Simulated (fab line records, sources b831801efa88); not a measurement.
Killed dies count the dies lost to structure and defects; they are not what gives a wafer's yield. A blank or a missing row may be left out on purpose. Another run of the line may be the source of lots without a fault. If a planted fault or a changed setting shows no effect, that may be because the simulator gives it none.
Struck lot and sound lot, side by side / flow gf180mcu / 23 steps out of a route of 602
Sound: the wafers L800.3, L800.4, L800.6. Struck: wafer L812.5. (L812.1, L812.2 of the same lot were not struck and are left out.) The cause comes at the end.
Each step with rows lists, per side, the tool, then ch with its chambers, then its first start. Under that, the readings that differ: sound wafers / struck wafers / difference of the means / sigmas: that difference in standard deviations of wafers without a fault.
alike: words and numbers the same on both sides, and readings whose means are apart by under 2 such deviations; not compared: readings that were withheld, readings missing a value for some wafer, numbers with overlapping values and no deviation given by the record, and bounds like >300 which may hide the same value.
Wherever a step has rows on one side only, a row that says differs or no value, or a row with sigmas, the two part there. Non-overlapping numbers with no deviation appear without sigmas and do not part them. Lack of a reading on every wafer of one side parts them only where that side has two or more wafers.

first, 4 steps without rows for these wafers: GF_TOP_METAL_SOFTBAKE_10 (time 60 s); GF_TOP_METAL_EXPOSE_11 (exposes mask MetalTop, target cd 440 nm); GF_TOP_METAL_PEB_12; GF_TOP_METAL_DEVELOP_13 (develop time 60 s).
GF_TOP_METAL_CD_MEAS_14: target cd 440 nm.
  struck on cd sem-02, day 33 04:13; sound on cd sem-02, day 30 06:13
  alike: cd nm
GF_TOP_METAL_OVL_MEAS_15:
  struck on overlay-02, day 33 04:20; sound on overlay-01, day 30 06:18
reading=TOP_METAL_OVL (nm); sound=-1.1 -3.4 -1.2; struck=2.7; difference=+4.6; sigmas=+3
GF_TOP_METAL_METAL_ETCH_16: etches the open film in Cl2/BCl3, stops on SiO2, target depth 1197 nm, time 199.5 s.
  sound on rie metal-04 ch 0,1, day 30 06:23; struck on rie metal-03 ch 0, day 33 04:22
reading=oes product au (a.u.); sound=0.988 0.989 0.989; struck=0.973; difference=-0.016; sigmas=-3
reading=throttle valve pct (%); sound=28.235 28.211 28.206; struck=28.254; difference=+0.037; sigmas=+4
  alike: drypump motor current A, he backside leak sccm
  not compared: rf hours counter h
GF_TOP_METAL_STRIP_17: strips in O2/N2.
  sound on plasma asher-03 ch 0,1, day 30 06:33; struck on plasma asher-01 ch 1, day 33 04:45
reading=strip time to endpoint s (s); sound=12.94 12.79 12.82; struck=13.06; difference=+0.21; sigmas=+3
  alike: drypump motor current A, heater power w, oes product au
  not compared: rf hours counter h
then, 2 steps without rows for these wafers: GF_TOP_METAL_STRIP_18 (strips in post etch residue remover, time 1200 s); GF_TOP_METAL_CLEAN_19 (cleans in DIW).
GF_PASSIVATION_CVD_00: deposits SiO2 from TEOS, target thk 1000 nm, time 111.95 s.
  sound on pecvd-01 ch 0,1, day 30 07:07; struck on pecvd-01 ch 1, day 33 05:18
  alike: heater power w
  not compared: since wet clean h
GF_PASSIVATION_THK_MEAS_01:
  struck on film metro-01, day 33 05:22; sound on film metro-01, day 30 07:13
  alike: PASSIVATION_CVD_00_THK
GF_PASSIVATION_CVD_02: deposits Si3N4, target thk 700 nm, time 486.18 s.
  sound on pecvd-04 ch 0,1, day 30 07:16; struck on pecvd-03 ch 1, day 33 05:26
reading=model.Si3N4_of_PASSIVATION_CVD_02.thk nm (nm); sound=703.5 702.7 706.2; struck=949.3; difference=+245.2; sigmas=
  alike: heater power w
  not compared: since wet clean h
GF_PASSIVATION_THK_MEAS_03:
  struck on film metro-01, day 33 05:43; sound on film metro-04, day 30 07:37
reading=PASSIVATION_CVD_02_THK (nm); sound=704 702 707; struck=950; difference=+246; sigmas=+30
then, 7 steps without rows for these wafers: GF_PASSIVATION_DEHYDRATE_04 (time 60 s); GF_PASSIVATION_HMDS_05 (prime time 60 s); GF_PASSIVATION_COAT_06 (resist thk 4000 nm); GF_PASSIVATION_SOFTBAKE_07; GF_PASSIVATION_EXPOSE_08 (exposes mask Pad, target cd 40000 nm); GF_PASSIVATION_PEB_09; GF_PASSIVATION_DEVELOP_10 (develop time 61.02 s).
GF_PASSIVATION_ETCH_11: etches the open film in CF4/O2, stops on TiN, target depth 2040 nm, time 453.3 s.
  sound on rie diel-01 ch 0,1,2, day 31 01:43; struck on rie diel-02 ch 0, day 33 20:53
reading=oes product au (a.u.); sound=0.990 0.990 0.990; struck=0.973; difference=-0.017; sigmas=-3
  alike: drypump motor current A, throttle valve pct
  not compared: rf hours counter h
GF_PASSIVATION_STRIP_12: strips in O2/N2.
  sound on plasma asher-03 ch 0,1, day 31 02:01; struck on plasma asher-02 ch 0, day 33 21:09
  alike: drypump motor current A, heater power w, oes product au, strip time to endpoint s
  not compared: rf hours counter h

## WHERE THEY PART
Last at GF_PASSIVATION_ETCH_11 as far as this record goes, first at GF_TOP_METAL_OVL_MEAS_15. Later steps at which nothing parts them and some readings are alike: GF_PASSIVATION_STRIP_12.

WHY: the cause the simulator had injected
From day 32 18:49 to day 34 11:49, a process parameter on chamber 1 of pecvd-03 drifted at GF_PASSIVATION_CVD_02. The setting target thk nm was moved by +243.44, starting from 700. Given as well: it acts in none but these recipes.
